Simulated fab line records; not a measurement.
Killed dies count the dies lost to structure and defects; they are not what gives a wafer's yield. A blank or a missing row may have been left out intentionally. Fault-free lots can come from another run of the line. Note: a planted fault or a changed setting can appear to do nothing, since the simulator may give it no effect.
fab line records :: flow sfq_line
record:
  lots: 14
  wafers: 42
  last_day: 87
route steps=325 shown I7@297
lots that met no fault: taken from a fault-free run of the same line
start_h: the number of hours between the record's first day and the start of the first shown wafer of the lot :: wait_h: how many hours have passed since the lot's step before this one :: " as in the row above :: L1.1+2: a row that stands for several wafers :: - value missing, or start not given :: * or withheld: withheld :: < > ~ a bound
route shown NAME@n: NAME is a module with steps in the file, n the number in the route of the first one :: usual: mean/standard deviation of fault-free wafers :: same: alike in all rows :: chamber/n: place in a boat :: sites: readings site by site :: _std_site: their standard deviation :: _edge_site: mean of outer sites minus mean of inner sites :: radius_mm: for every site, how far away it sits from the centre of the wafer :: mask NAME#n: copy n :: behind: tool/chamber where the wafer was last shaped :: hold: why the lot was held/for how many hours/how that ended :: device: the n, p or np transistor that did not switch :: end of line: the tests these same wafers got at the end of their route :: step lacking rows: just its recipe :: killed: not the wafer's yield, but the dies lost to structure and defects at the first sort :: map: shows each die of a wafer: x if killed, . if not, _ if none is there
set.NAME: the setting the step ran with; set.NAME@STEP: the setting that earlier step ran with :: model.NAME: the simulator's own value behind a step, which no gauge read
one table for each step of the route and one row for each wafer, over a sample of lots
services: a tool's chamber out of use, with start hour (start_h, from the record's first day; less than 0 if before it), hours out, and reason
== steps ==
step: SFQ_TRILAYER_I7_CMP_CMP_184
recipe:
  material: SiO2
  down_force_psi: 3
  platen_rpm: 60
  pad_velocity_m_s: 0.94248
usual:
  motor_current_A: 9.7/0.93
  time_to_endpoint_s: 218/6.3
lot.wafer: L654.2
tool: cmp-01
chamber: 2
start_h: 1721.02
wait_h: 0.0
motor_current_A: 9.0
time_to_endpoint_s: 212

lot.wafer: L654.4
tool: cmp-01
chamber: 1
start_h: 1722.52
wait_h: 1.5
motor_current_A: 9.8
time_to_endpoint_s: 214

lot.wafer: L654.6
tool: cmp-01
chamber: 3
start_h: 1723.52
wait_h: 2.5
motor_current_A: 8.4
time_to_endpoint_s: 220

lot.wafer: L655.1
tool: cmp-01
chamber: 0
start_h: 1731.74
wait_h: 1.0
motor_current_A: 10.3
time_to_endpoint_s: 217

lot.wafer: L655.3
tool: cmp-01
chamber: 1
start_h: 1731.74
wait_h: 1.0
motor_current_A: 9.6
time_to_endpoint_s: 219

lot.wafer: L655.6
tool: cmp-01
chamber: 3
start_h: 1733.24
wait_h: 2.5
motor_current_A: 8.6
time_to_endpoint_s: 226

lot.wafer: L656.3
tool: cmp-02
chamber: 0
start_h: 1771.77
wait_h: 0.0
motor_current_A: 9.3
time_to_endpoint_s: 210

lot.wafer: L656.4
tool: cmp-02
chamber: 2
start_h: 1772.77
wait_h: 1.0
motor_current_A: 9.7
time_to_endpoint_s: 224

lot.wafer: L656.1
tool: cmp-02
chamber: 3
start_h: 1772.77
wait_h: 1.0
motor_current_A: 12.3
time_to_endpoint_s: 220

lot.wafer: L657.2
tool: cmp-02
chamber: 2
start_h: 1775.27
wait_h: 1.7
motor_current_A: 9.7
time_to_endpoint_s: 221

lot.wafer: L657.1
tool: cmp-02
chamber: 0
start_h: 1776.27
wait_h: 2.7
motor_current_A: 9.7
time_to_endpoint_s: 215

lot.wafer: L657.5
tool: cmp-02
chamber: 1
start_h: 1776.27
wait_h: 2.7
motor_current_A: 9.8
time_to_endpoint_s: 221

lot.wafer: L658.2
tool: cmp-02
chamber: 2
start_h: 1778.27
wait_h: 2.0
motor_current_A: 9.9
time_to_endpoint_s: 208

lot.wafer: L658.5
tool: cmp-02
chamber: 1
start_h: 1779.77
wait_h: 3.5
motor_current_A: 9.6
time_to_endpoint_s: 223

lot.wafer: L658.6
tool: cmp-02
chamber: 2
start_h: 1779.77
wait_h: 3.5
motor_current_A: 9.8
time_to_endpoint_s: 225

lot.wafer: L664.3
tool: cmp-01
chamber: 2
start_h: 1825.08
wait_h: 0.0
motor_current_A: 9.1
time_to_endpoint_s: 277

lot.wafer: L664.4
tool: cmp-01
chamber: 1
start_h: 1826.58
wait_h: 1.5
motor_current_A: 9.2
time_to_endpoint_s: 219

lot.wafer: L664.6
tool: cmp-01
chamber: 2
start_h: 1826.58
wait_h: 1.5
motor_current_A: 8.8
time_to_endpoint_s: 233

lot.wafer: L667.4
tool: cmp-01
chamber: 3
start_h: 1838.29
wait_h: 2.4
motor_current_A: 8.8
time_to_endpoint_s: 231

lot.wafer: L667.3
tool: cmp-01
chamber: 0
start_h: 1838.29
wait_h: 2.4
motor_current_A: 10.4
time_to_endpoint_s: 277

lot.wafer: L667.1
tool: cmp-01
chamber: 1
start_h: 1838.29
wait_h: 2.4
motor_current_A: 9.7
time_to_endpoint_s: 218

lot.wafer: L668.1
tool: cmp-02
chamber: 3
start_h: 1839.52
wait_h: 1.3
motor_current_A: 11.0
time_to_endpoint_s: 215

lot.wafer: L668.3
tool: cmp-02
chamber: 2
start_h: 1841.02
wait_h: 2.8
motor_current_A: 9.7
time_to_endpoint_s: 216

lot.wafer: L668.5
tool: cmp-02
chamber: 3
start_h: 1841.02
wait_h: 2.8
motor_current_A: 11.7
time_to_endpoint_s: 220

lot.wafer: L670.3
tool: cmp-02
chamber: 1
start_h: 1845.52
wait_h: 1.3
motor_current_A: 9.6
time_to_endpoint_s: 217

lot.wafer: L670.2
tool: cmp-02
chamber: 3
start_h: 1846.52
wait_h: 2.3
motor_current_A: 12.2
time_to_endpoint_s: 217

lot.wafer: L670.1
tool: cmp-02
chamber: 0
start_h: 1846.52
wait_h: 2.3
motor_current_A: 10.1
time_to_endpoint_s: 208

lot.wafer: L673.3
tool: cmp-01
chamber: 2
start_h: 1963.32
wait_h: 0.5
motor_current_A: 9.4
time_to_endpoint_s: 220

lot.wafer: L673.4
tool: cmp-01
chamber: 0
start_h: 1964.32
wait_h: 1.5
motor_current_A: 9.6
time_to_endpoint_s: 218

lot.wafer: L673.6
tool: cmp-01
chamber: 2
start_h: 1965.32
wait_h: 2.5
motor_current_A: 9.6
time_to_endpoint_s: 220

lot.wafer: L674.4
tool: cmp-02
chamber: 0
start_h: 1971.04
wait_h: 0.0
motor_current_A: 9.5
time_to_endpoint_s: 208

lot.wafer: L674.1
tool: cmp-02
chamber: 2
start_h: 1972.04
wait_h: 1.1
motor_current_A: 9.5
time_to_endpoint_s: 216

lot.wafer: L674.5
tool: cmp-02
chamber: 0
start_h: 1973.04
wait_h: 2.0
motor_current_A: 9.8
time_to_endpoint_s: 210

lot.wafer: L675.3
tool: cmp-02
chamber: 1
start_h: 2052.52
wait_h: 0.6
motor_current_A: 9.9
time_to_endpoint_s: 216

lot.wafer: L675.1
tool: cmp-02
chamber: 3
start_h: 2053.52
wait_h: 1.6
motor_current_A: 12.6
time_to_endpoint_s: 214

lot.wafer: L675.6
tool: cmp-02
chamber: 0
start_h: 2053.52
wait_h: 1.6
motor_current_A: 9.9
time_to_endpoint_s: 218

lot.wafer: L676.4
tool: cmp-01
chamber: 0
start_h: 2055.26
wait_h: 2.2
motor_current_A: 10.2
time_to_endpoint_s: 222

lot.wafer: L676.3
tool: cmp-01
chamber: 2
start_h: 2056.26
wait_h: 3.2
motor_current_A: 8.7
time_to_endpoint_s: 217

lot.wafer: L676.5
tool: cmp-01
chamber: 3
start_h: 2056.26
wait_h: 3.2
motor_current_A: 8.4
time_to_endpoint_s: 217

lot.wafer: L677.2
tool: cmp-02
chamber: 1
start_h: 2058.38
wait_h: 0.5
motor_current_A: 10.2
time_to_endpoint_s: 204

lot.wafer: L677.3
tool: cmp-02
chamber: 2
start_h: 2058.38
wait_h: 0.5
motor_current_A: 9.6
time_to_endpoint_s: 203

lot.wafer: L677.1
tool: cmp-02
chamber: 3
start_h: 2058.38
wait_h: 0.5
motor_current_A: 12.0
time_to_endpoint_s: 209
step: SFQ_TRILAYER_I7_METRO_MEASURE_185
usual:
  thk_nm: 200.5/1.1
lot.wafer: L654.2
tool: film_metro-01
chamber: -
start_h: 1724.34
wait_h: 0.3
thk_nm: 199.9

lot.wafer: L654.4
tool: film_metro-01
chamber: -
start_h: 1724.34
wait_h: 0.3
thk_nm: 200.2

lot.wafer: L654.6
tool: film_metro-01
chamber: -
start_h: 1724.34
wait_h: 0.3
thk_nm: 200.1

lot.wafer: L655.1
tool: film_metro-01
chamber: -
start_h: 1733.86
wait_h: 0.1
thk_nm: 199.9

lot.wafer: L655.3
tool: film_metro-01
chamber: -
start_h: 1733.86
wait_h: 0.1
thk_nm: 199.7

lot.wafer: L655.6
tool: film_metro-01
chamber: -
start_h: 1733.86
wait_h: 0.1
thk_nm: 200.3

lot.wafer: L656.1
tool: film_metro-01
chamber: -
start_h: 1774.89
wait_h: 0.1
thk_nm: 202.1

lot.wafer: L656.3
tool: film_metro-01
chamber: -
start_h: 1774.89
wait_h: 0.1
thk_nm: 200.1

lot.wafer: L656.4
tool: film_metro-01
chamber: -
start_h: 1774.89
wait_h: 0.1
thk_nm: 200.6

lot.wafer: L657.1
tool: film_metro-03
chamber: -
start_h: 1777.89
wait_h: 0.1
thk_nm: 199.7

lot.wafer: L657.2
tool: film_metro-03
chamber: -
start_h: 1777.89
wait_h: 0.1
thk_nm: 202.3

lot.wafer: L657.5
tool: film_metro-03
chamber: -
start_h: 1777.89
wait_h: 0.1
thk_nm: 200.9

lot.wafer: L658.2
tool: film_metro-04
chamber: -
start_h: 1781.09
wait_h: 0.3
thk_nm: 202.6

lot.wafer: L658.5
tool: film_metro-04
chamber: -
start_h: 1781.09
wait_h: 0.3
thk_nm: 201.2

lot.wafer: L658.6
tool: film_metro-04
chamber: -
start_h: 1781.09
wait_h: 0.3
thk_nm: 201.6

lot.wafer: L664.3
tool: film_metro-03
chamber: -
start_h: 1828.60
wait_h: 0.5
thk_nm: 305.7

lot.wafer: L664.4
tool: film_metro-03
chamber: -
start_h: 1828.60
wait_h: 0.5
thk_nm: 201.5

lot.wafer: L664.6
tool: film_metro-03
chamber: -
start_h: 1828.60
wait_h: 0.5
thk_nm: 200.6

lot.wafer: L667.1
tool: film_metro-03
chamber: -
start_h: 1841.02
wait_h: 0.1
thk_nm: 201.8

lot.wafer: L667.3
tool: film_metro-03
chamber: -
start_h: 1841.02
wait_h: 0.1
thk_nm: 304.6

lot.wafer: L667.4
tool: film_metro-03
chamber: -
start_h: 1841.02
wait_h: 0.1
thk_nm: 200.7

lot.wafer: L668.1
tool: film_metro-04
chamber: -
start_h: 1842.64
wait_h: 0.1
thk_nm: 199.4

lot.wafer: L668.3
tool: film_metro-04
chamber: -
start_h: 1842.64
wait_h: 0.1
thk_nm: 199.0

lot.wafer: L668.5
tool: film_metro-04
chamber: -
start_h: 1842.64
wait_h: 0.1
thk_nm: 199.9

lot.wafer: L670.1
tool: film_metro-01
chamber: -
start_h: 1848.64
wait_h: 0.1
thk_nm: 199.1

lot.wafer: L670.2
tool: film_metro-01
chamber: -
start_h: 1848.64
wait_h: 0.1
thk_nm: 200.1

lot.wafer: L670.3
tool: film_metro-01
chamber: -
start_h: 1848.64
wait_h: 0.1
thk_nm: 199.2

lot.wafer: L673.3
tool: film_metro-01
chamber: -
start_h: 1966.34
wait_h: 0.5
thk_nm: 199.9

lot.wafer: L673.4
tool: film_metro-01
chamber: -
start_h: 1966.34
wait_h: 0.5
thk_nm: 199.9

lot.wafer: L673.6
tool: film_metro-01
chamber: -
start_h: 1966.34
wait_h: 0.5
thk_nm: 198.0

lot.wafer: L674.1
tool: film_metro-03
chamber: -
start_h: 1974.16
wait_h: 0.1
thk_nm: 199.3

lot.wafer: L674.4
tool: film_metro-03
chamber: -
start_h: 1974.16
wait_h: 0.1
thk_nm: 198.7

lot.wafer: L674.5
tool: film_metro-03
chamber: -
start_h: 1974.16
wait_h: 0.1
thk_nm: 199.7

lot.wafer: L675.1
tool: film_metro-04
chamber: -
start_h: 2055.14
wait_h: 0.1
thk_nm: 200.1

lot.wafer: L675.3
tool: film_metro-04
chamber: -
start_h: 2055.14
wait_h: 0.1
thk_nm: 200.5

lot.wafer: L675.6
tool: film_metro-04
chamber: -
start_h: 2055.14
wait_h: 0.1
thk_nm: 200.9

lot.wafer: L676.3
tool: film_metro-04
chamber: -
start_h: 2058.28
wait_h: 0.5
thk_nm: 201.0

lot.wafer: L676.4
tool: film_metro-04
chamber: -
start_h: 2058.28
wait_h: 0.5
thk_nm: 198.8

lot.wafer: L676.5
tool: film_metro-04
chamber: -
start_h: 2058.28
wait_h: 0.5
thk_nm: 200.1

lot.wafer: L677.1
tool: film_metro-01
chamber: -
start_h: 2061.00
wait_h: 0.1
thk_nm: 199.5

lot.wafer: L677.2
tool: film_metro-01
chamber: -
start_h: 2061.00
wait_h: 0.1
thk_nm: 198.4

lot.wafer: L677.3
tool: film_metro-01
chamber: -
start_h: 2061.00
wait_h: 0.1
thk_nm: 198.7
step: SFQ_TRILAYER_I7_VIA_ETCH_VIA_ETCH_190
recipe:
  target: SiO2
  stop_on: Nb
  mask_material: PR
  taper_deg: 20
  chemistry: CHF3
  target_depth_nm: 260
  source_w: 500
  bias_w: 80
  pressure_mtorr: 30
  time_s: withheld
usual:
  drypump_motor_current_A: 5.9/0.39
  oes_product_au: 0.856/0.0056
lot.wafer: L654.2
tool: rie_diel-01
chamber: 2
start_h: 1823.03
wait_h: 0.0
drypump_motor_current_A: 5.9
oes_product_au: 0.847

lot.wafer: L654.4
tool: rie_diel-01
chamber: 0
start_h: 1823.03
wait_h: 0.0
drypump_motor_current_A: 5.5
oes_product_au: 0.855

lot.wafer: L654.6
tool: rie_diel-01
chamber: 0
start_h: 1823.03
wait_h: 0.0
drypump_motor_current_A: 5.5
oes_product_au: 0.854

lot.wafer: L655.1
tool: rie_diel-02
chamber: 1
start_h: 1827.83
wait_h: 0.0
drypump_motor_current_A: 5.4
oes_product_au: 0.852

lot.wafer: L655.3
tool: rie_diel-02
chamber: 2
start_h: 1827.83
wait_h: 0.0
drypump_motor_current_A: 6.0
oes_product_au: 0.853

lot.wafer: L655.6
tool: rie_diel-02
chamber: 3
start_h: 1827.83
wait_h: 0.0
drypump_motor_current_A: 5.6
oes_product_au: 0.855

lot.wafer: L656.1
tool: rie_diel-04
chamber: 3
start_h: 1860.83
wait_h: 0.0
drypump_motor_current_A: 6.3
oes_product_au: 0.860

lot.wafer: L656.3
tool: rie_diel-04
chamber: 1
start_h: 1860.83
wait_h: 0.0
drypump_motor_current_A: 5.7
oes_product_au: 0.851

lot.wafer: L656.4
tool: rie_diel-04
chamber: 0
start_h: 1860.83
wait_h: 0.0
drypump_motor_current_A: 6.6
oes_product_au: 0.858

lot.wafer: L657.1
tool: rie_diel-04
chamber: 3
start_h: 1865.75
wait_h: 0.0
drypump_motor_current_A: 6.2
oes_product_au: 0.859

lot.wafer: L657.2
tool: rie_diel-04
chamber: 0
start_h: 1865.75
wait_h: 0.0
drypump_motor_current_A: 6.5
oes_product_au: 0.855

lot.wafer: L657.5
tool: rie_diel-04
chamber: 1
start_h: 1865.75
wait_h: 0.0
drypump_motor_current_A: 5.7
oes_product_au: 0.861

lot.wafer: L658.2
tool: rie_diel-02
chamber: 1
start_h: 1872.95
wait_h: 0.0
drypump_motor_current_A: 5.4
oes_product_au: 0.867

lot.wafer: L658.5
tool: rie_diel-02
chamber: 3
start_h: 1872.95
wait_h: 0.0
drypump_motor_current_A: 5.6
oes_product_au: 0.862

lot.wafer: L658.6
tool: rie_diel-02
chamber: 0
start_h: 1872.95
wait_h: 0.0
drypump_motor_current_A: 5.8
oes_product_au: 0.860

lot.wafer: L664.3
tool: rie_diel-04
chamber: 3
start_h: 1938.81
wait_h: 0.0
drypump_motor_current_A: 6.3
oes_product_au: 1.011

lot.wafer: L664.4
tool: rie_diel-04
chamber: 2
start_h: 1938.81
wait_h: 0.0
drypump_motor_current_A: 6.2
oes_product_au: 0.864

lot.wafer: L664.6
tool: rie_diel-04
chamber: 2
start_h: 1938.81
wait_h: 0.0
drypump_motor_current_A: 6.1
oes_product_au: 0.858

lot.wafer: L667.1
tool: rie_diel-04
chamber: 3
start_h: 1949.61
wait_h: 0.0
drypump_motor_current_A: 6.3
oes_product_au: 0.859

lot.wafer: L667.3
tool: rie_diel-04
chamber: 0
start_h: 1949.61
wait_h: 0.0
drypump_motor_current_A: 6.6
oes_product_au: 0.992

lot.wafer: L667.4
tool: rie_diel-04
chamber: 2
start_h: 1949.61
wait_h: 0.0
drypump_motor_current_A: 6.2
oes_product_au: 0.855

lot.wafer: L668.1
tool: rie_diel-01
chamber: 1
start_h: 1952.01
wait_h: 0.0
drypump_motor_current_A: 5.1
oes_product_au: 0.851

lot.wafer: L668.3
tool: rie_diel-01
chamber: 0
start_h: 1952.01
wait_h: 0.0
drypump_motor_current_A: 5.5
oes_product_au: 0.853

lot.wafer: L668.5
tool: rie_diel-01
chamber: 0
start_h: 1952.01
wait_h: 0.0
drypump_motor_current_A: 5.5
oes_product_au: 0.852

lot.wafer: L670.1
tool: rie_diel-04
chamber: 1
start_h: 1955.61
wait_h: 0.0
drypump_motor_current_A: 5.7
oes_product_au: 0.849

lot.wafer: L670.2
tool: rie_diel-04
chamber: 0
start_h: 1955.61
wait_h: 0.0
drypump_motor_current_A: 6.5
oes_product_au: 0.861

lot.wafer: L670.3
tool: rie_diel-04
chamber: 3
start_h: 1955.61
wait_h: 0.0
drypump_motor_current_A: 6.3
oes_product_au: 0.851

lot.wafer: L673.3
tool: rie_diel-04
chamber: 2
start_h: 1969.47
wait_h: 0.0
drypump_motor_current_A: 6.2
oes_product_au: 0.856

lot.wafer: L673.4
tool: rie_diel-04
chamber: 0
start_h: 1969.47
wait_h: 0.0
drypump_motor_current_A: 6.6
oes_product_au: 0.856

lot.wafer: L673.6
tool: rie_diel-04
chamber: 3
start_h: 1969.47
wait_h: 0.0
drypump_motor_current_A: 6.3
oes_product_au: 0.843

lot.wafer: L674.1
tool: rie_diel-02
chamber: 2
start_h: 1977.69
wait_h: 0.0
drypump_motor_current_A: 6.0
oes_product_au: 0.850

lot.wafer: L674.4
tool: rie_diel-02
chamber: 1
start_h: 1977.69
wait_h: 0.0
drypump_motor_current_A: 5.4
oes_product_au: 0.852

lot.wafer: L674.5
tool: rie_diel-02
chamber: 1
start_h: 1977.69
wait_h: 0.0
drypump_motor_current_A: 5.4
oes_product_au: 0.861

lot.wafer: L675.1
tool: rie_diel-02
chamber: 2
start_h: 2066.57
wait_h: 0.0
drypump_motor_current_A: 6.0
oes_product_au: 0.848

lot.wafer: L675.3
tool: rie_diel-02
chamber: 3
start_h: 2066.57
wait_h: 0.0
drypump_motor_current_A: 5.6
oes_product_au: 0.849

lot.wafer: L675.6
tool: rie_diel-02
chamber: 1
start_h: 2066.57
wait_h: 0.0
drypump_motor_current_A: 5.5
oes_product_au: 0.854

lot.wafer: L676.3
tool: rie_diel-01
chamber: 2
start_h: 2067.77
wait_h: 0.0
drypump_motor_current_A: 5.9
oes_product_au: 0.863

lot.wafer: L676.4
tool: rie_diel-01
chamber: 0
start_h: 2067.77
wait_h: 0.0
drypump_motor_current_A: 5.5
oes_product_au: 0.849

lot.wafer: L676.5
tool: rie_diel-01
chamber: 0
start_h: 2067.77
wait_h: 0.0
drypump_motor_current_A: 5.5
oes_product_au: 0.854

lot.wafer: L677.1
tool: rie_diel-04
chamber: 1
start_h: 2069.97
wait_h: 0.0
drypump_motor_current_A: 5.7
oes_product_au: 0.850

lot.wafer: L677.2
tool: rie_diel-04
chamber: 2
start_h: 2069.97
wait_h: 0.0
drypump_motor_current_A: 6.2
oes_product_au: 0.853

lot.wafer: L677.3
tool: rie_diel-04
chamber: 0
start_h: 2069.97
wait_h: 0.0
drypump_motor_current_A: 6.6
oes_product_au: 0.849
== services ==
tool: rie_diel-04
chamber: 1
start_h: 1713.04
hours: 2.2
kind: repair

tool: cmp-02
chamber: -
start_h: 1756.25
hours: 2.6
kind: repair

tool: cmp-01
chamber: -
start_h: 1760.06
hours: 1.0
kind: repair

tool: rie_diel-04
chamber: 2
start_h: 1767.65
hours: 9.8
kind: repair

tool: cmp-01
chamber: -
start_h: 1774.31
hours: 4.0
kind: pm

tool: film_metro-01
chamber: -
start_h: 1819.93
hours: 0.6
kind: pm

tool: cmp-01
chamber: -
start_h: 1832.88
hours: 4.9
kind: pm

tool: film_metro-01
chamber: -
start_h: 1839.30
hours: 2.4
kind: pm

tool: cmp-01
chamber: -
start_h: 1883.29
hours: 0.2
kind: repair

tool: film_metro-01
chamber: -
start_h: 1901.41
hours: 0.7
kind: pm

tool: cmp-02
chamber: -
start_h: 1904.79
hours: 3.1
kind: repair

tool: cmp-01
chamber: -
start_h: 1925.79
hours: 24.6
kind: repair

tool: cmp-01
chamber: -
start_h: 1928.16
hours: 1.5
kind: repair

tool: cmp-02
chamber: -
start_h: 1934.99
hours: 1.2
kind: repair

tool: cmp-02
chamber: -
start_h: 1942.91
hours: 4.0
kind: pm

tool: cmp-02
chamber: -
start_h: 1952.67
hours: 7.6
kind: pm

tool: cmp-01
chamber: -
start_h: 1970.77
hours: 5.4
kind: repair

tool: cmp-01
chamber: -
start_h: 1972.90
hours: 0.2
kind: repair

tool: rie_diel-04
chamber: 0
start_h: 1977.87
hours: 4.0
kind: repair

tool: cmp-02
chamber: -
start_h: 1996.49
hours: 0.6
kind: repair

tool: cmp-02
chamber: -
start_h: 2001.27
hours: 5.8
kind: repair

tool: cmp-02
chamber: -
start_h: 2003.00
hours: 1.5
kind: repair

tool: cmp-01
chamber: -
start_h: 2022.61
hours: 5.1
kind: pm

tool: cmp-01
chamber: -
start_h: 2028.21
hours: 1.3
kind: repair
== key ==
first_sign:
  step: SFQ_TRILAYER_I7_CMP_CMP_184
  reading: time_to_endpoint_s
  direction: up
  sigmas: 9.5
  usual: *
  struck: *
effect:
  step: SFQ_TRILAYER_I7_METRO_MEASURE_185
  reading: thk_nm
  direction: up
  sigmas: 97
  usual: 200.5
  struck: 305.1
effect:
  step: SFQ_TRILAYER_I7_VIA_ETCH_VIA_ETCH_190
  reading: oes_product_au
  direction: up
  sigmas: 26
  usual: 0.856
  struck: 1.002
met_at SFQ_TRILAYER_I7_CMP_CMP_184
struck_lots L664,L667
struck_wafers L664.3,L667.3
onset_between 1731.74 1825.08
fault:
  kind: process_parameter_drift
  tool: cmp-01
  chamber: -
  onset_h: 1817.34
  steps: SFQ_TRILAYER_I7_CMP_CMP_184
  channel: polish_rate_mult
  offset: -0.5
  shape: step
  end_h: 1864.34
  scope: struck_wafers_only
